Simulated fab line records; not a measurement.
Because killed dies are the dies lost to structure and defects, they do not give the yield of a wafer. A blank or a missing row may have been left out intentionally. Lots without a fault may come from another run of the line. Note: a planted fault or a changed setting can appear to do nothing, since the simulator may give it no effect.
fab line records + flow sky130
[record]
- lots = 12
- wafers = 36
- last-day = 50
route steps=708 shown PWDE@54 SONOS_TUNNEL@163 LDD_LDN@301 SPACER@305
lots with no fault: from the same line, run without faults
start-h: hours from the record's first day to the start of the lot's first wafer shown + wait-h: time in hours since the lot's previous step + " the same as in the row above + L1.1+2: one row covering several wafers at once + - either no value or no given start + * or withheld: withheld + < > ~ a bound
route shown NAME@n: NAME is a module with steps in the file, n the number in the route of the first one + usual: average and standard deviation across the fault-free wafers + same: alike in all rows + chamber/n: place in a boat + sites: per-site readings + _std_site: the values' standard deviation + _edge_site: the outer-site mean with the inner-site mean subtracted + radius-mm: for every site, how far away it sits from the centre of the wafer + mask NAME#n: copy n + behind: tool/chamber where the wafer was last shaped + hold: why the lot was held/for how many hours/how that ended + device: whichever transistor did not switch (one of n, p or np) + end of line: the tests these same wafers got at the end of their route + where a step has no rows: the recipe by itself + killed: dies that structure and defects cost at the first sort, which is not the same as the wafer's yield + map: per-die view of a wafer (x killed, . not killed, _ where there is no die)
set.NAME: the setting that was run; set.NAME@STEP: the one run at that earlier step + model.NAME: the simulator's own value behind a step, which no gauge read
route steps across a sampled set of lots; one table per step, one row per wafer
services: the hour from which a tool's chamber was out of use, counted from the record's first day as start-h (under 0 if before that day), plus the number of hours and why
[[steps]]
[step SKY_PWDE_STRIP_09]
[recipe]
- chemistry = O2/N2
- power-w = 1400
- pressure-mtorr = 1500
- platen-temp-c = withheld
- o2-flow-sccm = 3000
- n2-flow-sccm = 300
- overash-fraction = 0.5
[usual]
- drypump-motor-current-A = 5.83/0.1
- oes-product-au = 0.722/0.0046
- strip-time-to-endpoint-s = 36.97/0.095
| lot.wafer | tool            | chamber | start-h | wait-h | drypump-motor-current-A | oes-product-au | rf-hours-counter-h | strip-time-to-endpoint-s |
|-----------|-----------------|---------|---------|--------|-------------------------|----------------|--------------------|--------------------------|
| L227.1    | plasma-asher-02 | 0       | 79.46   | 0.1    | 5.74                    | 0.722          | 41                 | 36.90                    |
| L227.2    | "               | 1       | "       | "      | 5.80                    | 0.714          | 41                 | 36.99                    |
| L227.5    | "               | 0       | "       | "      | 5.74                    | 0.725          | -                  | 37.04                    |
| L229.1    | plasma-asher-01 | 0       | 90.07   | 0.1    | 5.85                    | 0.717          | 37                 | 36.98                    |
| L229.3    | "               | 0       | "       | "      | 5.84                    | 0.724          | -                  | 36.94                    |
| L229.4    | "               | 1       | "       | "      | 5.95                    | 0.728          | -                  | 37.00                    |
| L231.3    | plasma-asher-04 | 0       | 98.65   | 0.1    | 5.80                    | 0.724          | -                  | 37.05                    |
| L231.4    | "               | 1       | "       | "      | 6.02                    | 0.725          | -                  | 37.03                    |
| L231.6    | "               | 1       | "       | "      | 6.01                    | 0.723          | -                  | 36.91                    |
| L232.3    | plasma-asher-02 | 1       | 104.40  | 0.1    | 5.78                    | 0.720          | -                  | 36.95                    |
| L232.5    | "               | 1       | "       | "      | 5.79                    | 0.719          | -                  | 36.90                    |
| L232.6    | "               | 0       | "       | "      | 5.73                    | 0.721          | -                  | 36.86                    |
| L233.1    | plasma-asher-01 | 0       | 112.47  | 0.1    | 5.87                    | 0.731          | 40                 | 36.87                    |
| L233.3    | "               | 0       | "       | "      | 5.86                    | 0.731          | -                  | 36.94                    |
| L233.4    | "               | 1       | "       | "      | 5.94                    | 0.719          | -                  | 37.01                    |
| L234.2    | plasma-asher-04 | 1       | 122.97  | 0.1    | 6.00                    | 0.719          | 46                 | 36.94                    |
| L234.4    | "               | 0       | "       | "      | 5.83                    | 0.716          | -                  | 36.97                    |
| L234.5    | "               | 1       | "       | "      | 6.01                    | 0.723          | -                  | 36.87                    |
| L236.1    | plasma-asher-02 | 0       | 134.61  | 0.1    | 5.74                    | 0.723          | 3                  | 36.99                    |
| L236.3    | "               | 1       | "       | "      | 5.78                    | 0.735          | -                  | 37.06                    |
| L236.4    | "               | 0       | "       | "      | 5.73                    | 0.720          | -                  | 36.94                    |
| L239.1    | plasma-asher-02 | 0       | 149.97  | 0.1    | 5.72                    | 0.715          | 5                  | 36.91                    |
| L239.3    | "               | 0       | "       | "      | 5.72                    | 0.727          | -                  | 36.94                    |
| L239.4    | "               | 1       | "       | "      | 5.78                    | 0.715          | -                  | 36.87                    |
| L240.1    | plasma-asher-02 | 0       | 154.17  | 0.1    | 5.72                    | 0.724          | 5                  | 37.02                    |
| L240.2    | "               | 1       | "       | "      | 5.79                    | 0.730          | 5                  | 37.13                    |
| L240.6    | "               | 0       | "       | "      | 5.75                    | 0.722          | -                  | 37.00                    |
| L246.4    | plasma-asher-02 | 0       | 183.60  | 0.1    | 5.72                    | 0.729          | -                  | 36.99                    |
| L246.5    | "               | 1       | "       | "      | 5.79                    | 0.718          | -                  | 37.00                    |
| L246.6    | "               | 0       | "       | "      | 5.74                    | 0.727          | -                  | 37.00                    |
| L247.2    | plasma-asher-04 | 0       | 195.72  | 0.1    | 5.80                    | 0.725          | 50                 | 36.91                    |
| L247.4    | "               | 1       | "       | "      | 6.02                    | 0.715          | -                  | 37.00                    |
| L247.6    | "               | 0       | "       | "      | 5.79                    | 0.726          | -                  | 36.95                    |
| L248.2    | plasma-asher-02 | 0       | 200.71  | 0.1    | 5.70                    | 0.727          | 10                 | 36.78                    |
| L248.4    | "               | 0       | "       | "      | 5.70                    | 0.722          | -                  | 36.83                    |
| L248.5    | "               | 1       | "       | "      | 5.79                    | 0.719          | -                  | 36.72                    |
[step SKY_SONOS_TUNNEL_IMPLANT_09]
[recipe]
- species = B
- energy-kev = 20
- dose-cm2 = 1e+12
- tilt-deg = withheld
[usual]
- dose-ions-cm2 = 1.0001e+12/1.3e+09
- faraday-current-uA = 5.64/0.11
| lot.wafer | tool         | chamber | start-h | wait-h | dose-ions-cm2 | faraday-current-uA |
|-----------|--------------|---------|---------|--------|---------------|--------------------|
| L227.1    | implanter-03 | 0       | 265.69  | 0.0    | 1.0004e+12    | 5.63               |
| L227.2    | "            | 0       | "       | "      | 9.998e+11     | 5.74               |
| L227.5    | "            | 0       | "       | "      | 1.0017e+12    | 5.57               |
| L229.1    | implanter-04 | 0       | 280.09  | 0.0    | 1.0005e+12    | 5.54               |
| L229.3    | "            | 0       | "       | "      | 9.998e+11     | 5.63               |
| L229.4    | "            | 0       | "       | "      | 9.992e+11     | 5.67               |
| L231.3    | implanter-02 | 0       | 290.98  | 0.1    | 9.999e+11     | 5.69               |
| L231.4    | "            | 0       | "       | "      | 1e+12         | 5.72               |
| L231.6    | "            | 0       | "       | "      | 1.0014e+12    | 5.76               |
| L232.3    | implanter-02 | 0       | 298.03  | 0.1    | 9.997e+11     | 5.75               |
| L232.5    | "            | 0       | "       | "      | 1.0014e+12    | 5.63               |
| L232.6    | "            | 0       | "       | "      | 1.0003e+12    | 5.66               |
| L233.1    | implanter-02 | 0       | 309.14  | 0.0    | 9.996e+11     | 5.67               |
| L233.3    | "            | 0       | "       | "      | 1.0001e+12    | 5.74               |
| L233.4    | "            | 0       | "       | "      | 9.998e+11     | 5.68               |
| L234.2    | implanter-02 | 0       | 323.90  | 0.0    | 9.997e+11     | 5.44               |
| L234.4    | "            | 0       | "       | "      | 9.975e+11     | 5.55               |
| L234.5    | "            | 0       | "       | "      | 9.98e+11      | 5.55               |
| L236.1    | implanter-02 | 0       | 340.78  | 0.0    | 9.995e+11     | 5.82               |
| L236.3    | "            | 0       | "       | "      | 9.993e+11     | 5.70               |
| L236.4    | "            | 0       | "       | "      | 9.995e+11     | 5.77               |
| L239.1    | implanter-02 | 0       | 359.98  | 0.0    | 1.123e+12     | 6.46               |
| L239.3    | "            | 0       | "       | "      | 1.1224e+12    | 6.31               |
| L239.4    | "            | 0       | "       | "      | 1.1229e+12    | 6.45               |
| L240.1    | implanter-02 | 0       | 368.98  | 0.1    | 1.1261e+12    | 6.20               |
| L240.2    | "            | 0       | "       | "      | 1.1242e+12    | 6.38               |
| L240.6    | "            | 0       | "       | "      | 1.1251e+12    | 6.28               |
| L246.4    | implanter-03 | 0       | 409.66  | 0.1    | 1.0007e+12    | 5.44               |
| L246.5    | "            | 0       | "       | "      | 9.99e+11      | 5.66               |
| L246.6    | "            | 0       | "       | "      | 1.0002e+12    | 5.70               |
| L247.2    | implanter-02 | 0       | 428.01  | 0.0    | 9.996e+11     | 5.55               |
| L247.4    | "            | 0       | "       | "      | 1.0001e+12    | 5.63               |
| L247.6    | "            | 0       | "       | "      | 1.0012e+12    | 5.71               |
| L248.2    | implanter-02 | 0       | 434.60  | 0.0    | 1.0006e+12    | 5.74               |
| L248.4    | "            | 0       | "       | "      | 9.988e+11     | 5.49               |
| L248.5    | "            | 0       | "       | "      | 9.991e+11     | 5.68               |
[step SKY_SONOS_TUNNEL_TW_MEAS_12]
[usual]
- SONOS_TUNNEL_TW = 199.4/1.7
| lot.wafer | tool          | chamber | start-h | wait-h | SONOS_TUNNEL_TW |
|-----------|---------------|---------|---------|--------|-----------------|
| L227.1    | film-metro-01 | -       | 266.10  | 0.0    | 200.9           |
| L227.2    | "             | -       | "       | "      | 201.3           |
| L227.5    | "             | -       | "       | "      | 201.2           |
| L229.1    | film-metro-04 | -       | 280.50  | 0.0    | 197.6           |
| L229.3    | "             | -       | "       | "      | 198.3           |
| L229.4    | "             | -       | "       | "      | 197.6           |
| L231.3    | film-metro-01 | -       | 291.37  | 0.0    | 201.5           |
| L231.4    | "             | -       | "       | "      | 202.1           |
| L231.6    | "             | -       | "       | "      | 201.9           |
| L232.3    | film-metro-04 | -       | 298.41  | 0.0    | 198.4           |
| L232.5    | "             | -       | "       | "      | 199.3           |
| L232.6    | "             | -       | "       | "      | 198.6           |
| L233.1    | film-metro-03 | -       | 309.55  | 0.0    | 197.4           |
| L233.3    | "             | -       | "       | "      | 197.0           |
| L233.4    | "             | -       | "       | "      | 197.2           |
| L234.2    | film-metro-01 | -       | 324.30  | 0.0    | 199.5           |
| L234.4    | "             | -       | "       | "      | 199.2           |
| L234.5    | "             | -       | "       | "      | 200.1           |
| L236.1    | film-metro-04 | -       | 341.19  | 0.0    | 198.4           |
| L236.3    | "             | -       | "       | "      | 199.8           |
| L236.4    | "             | -       | "       | "      | 199.8           |
| L239.1    | film-metro-03 | -       | 360.39  | 0.0    | 203.2           |
| L239.3    | "             | -       | "       | "      | 203.1           |
| L239.4    | "             | -       | "       | "      | 203.0           |
| L240.1    | film-metro-01 | -       | 369.39  | 0.0    | 207.8           |
| L240.2    | "             | -       | "       | "      | 207.6           |
| L240.6    | "             | -       | "       | "      | 207.7           |
| L246.4    | film-metro-04 | -       | 410.03  | 0.0    | 199.2           |
| L246.5    | "             | -       | "       | "      | 196.7           |
| L246.6    | "             | -       | "       | "      | 199.3           |
| L247.2    | film-metro-04 | -       | 428.58  | 0.0    | 199.6           |
| L247.4    | "             | -       | "       | "      | 198.3           |
| L247.6    | "             | -       | "       | "      | 199.3           |
| L248.2    | film-metro-03 | -       | 435.00  | 0.0    | 195.8           |
| L248.4    | "             | -       | "       | "      | 195.8           |
| L248.5    | "             | -       | "       | "      | 196.5           |
[step SKY_LDD_LDN_STRIP_12]
[recipe]
- chemistry = O2/N2
- power-w = 1400
- pressure-mtorr = 1500
- platen-temp-c = withheld
- o2-flow-sccm = 3000
- n2-flow-sccm = 300
- overash-fraction = 0.5
[usual]
- drypump-motor-current-A = 5.7/0.35
- oes-product-au = 0.716/0.0047
- strip-time-to-endpoint-s = 14.19/0.048
| lot.wafer | tool            | chamber | start-h | wait-h | drypump-motor-current-A | oes-product-au | rf-hours-counter-h | strip-time-to-endpoint-s |
|-----------|-----------------|---------|---------|--------|-------------------------|----------------|--------------------|--------------------------|
| L227.1    | plasma-asher-04 | 1       | 546.96  | 0.1    | 6.0                     | 0.707          | 13                 | 14.28                    |
| L227.2    | "               | 0       | "       | "      | 5.8                     | 0.719          | 13                 | 14.27                    |
| L227.5    | "               | 1       | "       | "      | 6.0                     | 0.715          | -                  | 14.26                    |
| L229.1    | plasma-asher-03 | 1       | 564.96  | 0.1    | 5.8                     | 0.713          | 73                 | 14.17                    |
| L229.3    | "               | 0       | "       | "      | 4.9                     | 0.714          | -                  | 14.18                    |
| L229.4    | "               | 1       | "       | "      | 5.8                     | 0.718          | -                  | 14.16                    |
| L231.3    | plasma-asher-02 | 0       | 571.74  | 0.1    | 5.7                     | 0.721          | -                  | 14.28                    |
| L231.4    | "               | 1       | "       | "      | 5.8                     | 0.717          | -                  | 14.25                    |
| L231.6    | "               | 1       | "       | "      | 5.8                     | 0.713          | -                  | 14.26                    |
| L232.3    | plasma-asher-03 | 1       | 585.35  | 0.1    | 5.8                     | 0.717          | -                  | 14.23                    |
| L232.5    | "               | 1       | "       | "      | 5.8                     | 0.726          | -                  | 14.23                    |
| L232.6    | "               | 0       | "       | "      | 4.9                     | 0.721          | -                  | 14.24                    |
| L233.1    | plasma-asher-04 | 1       | 599.81  | 0.1    | 6.0                     | 0.725          | 18                 | 14.18                    |
| L233.3    | "               | 1       | "       | "      | 6.0                     | 0.724          | -                  | 14.21                    |
| L233.4    | "               | 0       | "       | "      | 5.8                     | 0.726          | -                  | 14.22                    |
| L234.2    | plasma-asher-04 | 0       | 612.36  | 0.1    | 5.8                     | 0.716          | 19                 | 14.08                    |
| L234.4    | "               | 1       | "       | "      | 6.0                     | 0.708          | -                  | 14.08                    |
| L234.5    | "               | 1       | "       | "      | 6.0                     | 0.710          | -                  | 14.12                    |
| L236.1    | plasma-asher-03 | 0       | 626.66  | 0.1    | 4.9                     | 0.713          | 79                 | 14.17                    |
| L236.3    | "               | 0       | "       | "      | 4.9                     | 0.714          | -                  | 14.22                    |
| L236.4    | "               | 1       | "       | "      | 5.8                     | 0.712          | -                  | 14.16                    |
| L239.1    | plasma-asher-02 | 0       | 645.31  | 0.1    | 5.7                     | 0.719          | 54                 | 14.13                    |
| L239.3    | "               | 0       | "       | "      | 5.7                     | 0.719          | -                  | 14.20                    |
| L239.4    | "               | 1       | "       | "      | 5.8                     | 0.718          | -                  | 14.16                    |
| L240.1    | plasma-asher-02 | 1       | 654.86  | 0.1    | 5.8                     | 0.708          | 55                 | 14.19                    |
| L240.2    | "               | 0       | "       | "      | 5.7                     | 0.712          | 55                 | 14.17                    |
| L240.6    | "               | 0       | "       | "      | 5.7                     | 0.716          | -                  | 14.15                    |
| L246.4    | plasma-asher-03 | 1       | 695.04  | 0.1    | 5.8                     | 0.715          | -                  | 14.16                    |
| L246.5    | "               | 1       | "       | "      | 5.8                     | 0.712          | -                  | 14.20                    |
| L246.6    | "               | 0       | "       | "      | 4.9                     | 0.722          | -                  | 14.20                    |
| L247.2    | plasma-asher-03 | 0       | 706.36  | 0.1    | 4.9                     | 0.715          | 87                 | 14.25                    |
| L247.4    | "               | 0       | "       | "      | 4.9                     | 0.719          | -                  | 14.21                    |
| L247.6    | "               | 0       | "       | "      | 4.9                     | 0.720          | -                  | 14.21                    |
| L248.2    | plasma-asher-03 | 1       | 713.76  | 0.1    | 5.8                     | 0.711          | 88                 | 14.14                    |
| L248.4    | "               | 0       | "       | "      | 4.9                     | 0.712          | -                  | 14.19                    |
| L248.5    | "               | 0       | "       | "      | 4.9                     | 0.708          | -                  | 14.18                    |
[step SKY_SPACER_THK_MEAS_01]
[recipe]
- reads = Si3N4_of_SPACER_CVD_00
[usual]
- SPACER_CVD_00_THK = 43.1/0.42
| lot.wafer | tool          | chamber | start-h | wait-h | SPACER_CVD_00_THK[nm] |
|-----------|---------------|---------|---------|--------|-----------------------|
| L227.1    | film-metro-01 | -       | 548.38  | 0.0    | 43.4                  |
| L227.2    | "             | -       | "       | "      | 43.4                  |
| L227.5    | "             | -       | "       | "      | 43.1                  |
| L229.1    | film-metro-01 | -       | 568.39  | 0.0    | 43.7                  |
| L229.3    | "             | -       | "       | "      | 43.7                  |
| L229.4    | "             | -       | "       | "      | 43.4                  |
| L231.3    | film-metro-04 | -       | 573.14  | 0.0    | 43.2                  |
| L231.4    | "             | -       | "       | "      | 43.2                  |
| L231.6    | "             | -       | "       | "      | 43.2                  |
| L232.3    | film-metro-01 | -       | 586.75  | 0.0    | 44.1                  |
| L232.5    | "             | -       | "       | "      | 43.9                  |
| L232.6    | "             | -       | "       | "      | 44.1                  |
| L233.1    | film-metro-01 | -       | 601.23  | 0.0    | 42.6                  |
| L233.3    | "             | -       | "       | "      | 42.8                  |
| L233.4    | "             | -       | "       | "      | 42.6                  |
| L234.2    | film-metro-02 | -       | 613.79  | 0.0    | 42.7                  |
| L234.4    | "             | -       | "       | "      | 42.4                  |
| L234.5    | "             | -       | "       | "      | 43.1                  |
| L236.1    | film-metro-04 | -       | 628.69  | 0.0    | 43.0                  |
| L236.3    | "             | -       | "       | "      | 43.2                  |
| L236.4    | "             | -       | "       | "      | 43.3                  |
| L239.1    | film-metro-04 | -       | 646.73  | 0.0    | 42.1                  |
| L239.3    | "             | -       | "       | "      | 42.7                  |
| L239.4    | "             | -       | "       | "      | 42.3                  |
| L240.1    | film-metro-02 | -       | 656.92  | 0.0    | 43.3                  |
| L240.2    | "             | -       | "       | "      | 43.1                  |
| L240.6    | "             | -       | "       | "      | 43.3                  |
| L246.4    | film-metro-04 | -       | 696.45  | 0.0    | 42.9                  |
| L246.5    | "             | -       | "       | "      | 42.8                  |
| L246.6    | "             | -       | "       | "      | 42.8                  |
| L247.2    | film-metro-02 | -       | 709.11  | 0.0    | 42.5                  |
| L247.4    | "             | -       | "       | "      | 42.3                  |
| L247.6    | "             | -       | "       | "      | 42.6                  |
| L248.2    | film-metro-02 | -       | 715.74  | 0.0    | 43.5                  |
| L248.4    | "             | -       | "       | "      | 43.3                  |
| L248.5    | "             | -       | "       | "      | 43.6                  |
[[services]]
| tool            | chamber | start-h | hours | kind   |
|-----------------|---------|---------|-------|--------|
| plasma-asher-03 | -       | 60.67   | 6.4   | repair |
| implanter-02    | -       | 77.74   | 2.6   | repair |
| plasma-asher-03 | -       | 88.68   | 14.6  | pm     |
| plasma-asher-02 | -       | 108.75  | 9.0   | pm     |
| plasma-asher-01 | -       | 122.45  | 14.6  | pm     |
| plasma-asher-04 | -       | 123.92  | 31.8  | pm     |
| plasma-asher-04 | -       | 155.69  | 4.3   | pm     |
| implanter-03    | -       | 156.07  | 3.3   | repair |
| implanter-03    | -       | 165.73  | 5.3   | pm     |
| plasma-asher-02 | -       | 180.26  | 0.4   | repair |
| plasma-asher-03 | -       | 182.25  | 0.7   | repair |
| implanter-02    | -       | 190.15  | 19.9  | repair |
| implanter-03    | -       | 216.51  | 4.9   | repair |
| implanter-02    | -       | 262.81  | 0.6   | repair |
| plasma-asher-03 | -       | 266.13  | 1.1   | repair |
| plasma-asher-02 | -       | 267.92  | 4.6   | repair |
| plasma-asher-03 | -       | 288.44  | 2.5   | repair |
| plasma-asher-02 | -       | 324.98  | 1.7   | repair |
| plasma-asher-03 | -       | 418.12  | 2.8   | pm     |
| plasma-asher-04 | -       | 421.25  | 9.0   | pm     |
| implanter-02    | -       | 436.01  | 2.5   | pm     |
| plasma-asher-03 | -       | 494.48  | 44.3  | pm     |
| plasma-asher-02 | -       | 567.58  | 1.8   | repair |
| implanter-02    | -       | 690.89  | 5.2   | repair |
[[key]]
[first-sign]
- step = SKY_SONOS_TUNNEL_IMPLANT_09
- reading = dose-ions-cm2
- direction = up
- sigmas = 98
- usual = *
- struck = *
[effect]
- step = SKY_SONOS_TUNNEL_IMPLANT_09
- reading = faraday-current-uA
- direction = up
- sigmas = 6.7
- usual = 5.64
- struck = 6.35
[effect]
- step = SKY_SONOS_TUNNEL_TW_MEAS_12
- reading = SONOS_TUNNEL_TW
- direction = up
- sigmas = 3.5
- usual = 199.4
- struck = 205.4
met-at SKY_SONOS_TUNNEL_IMPLANT_09
struck-lots L239,L240
tester-left-out L239,L240
not-acting-at SKY_PWDE_STRIP_09,SKY_LDD_LDN_STRIP_12,SKY_SPACER_THK_MEAS_01
onset-between 340.78 359.98
[fault]
- kind = process-parameter-drift
- tool = implanter-02
- chamber = -
- onset-h = 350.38
- steps = SKY_SONOS_TUNNEL_IMPLANT_09
- channel = dose-cm2
- offset = *
- shape = step
- end-h = 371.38
- acts-in = *
- stated = *
// tester-left-out: of these lots the tester's yield and bins aren't shown, on N5 and GAA mostly nor the transistor test; their killed dies are dies lost to structure and defects alone, not to doping, threshold or leakage, so they don't give the yield
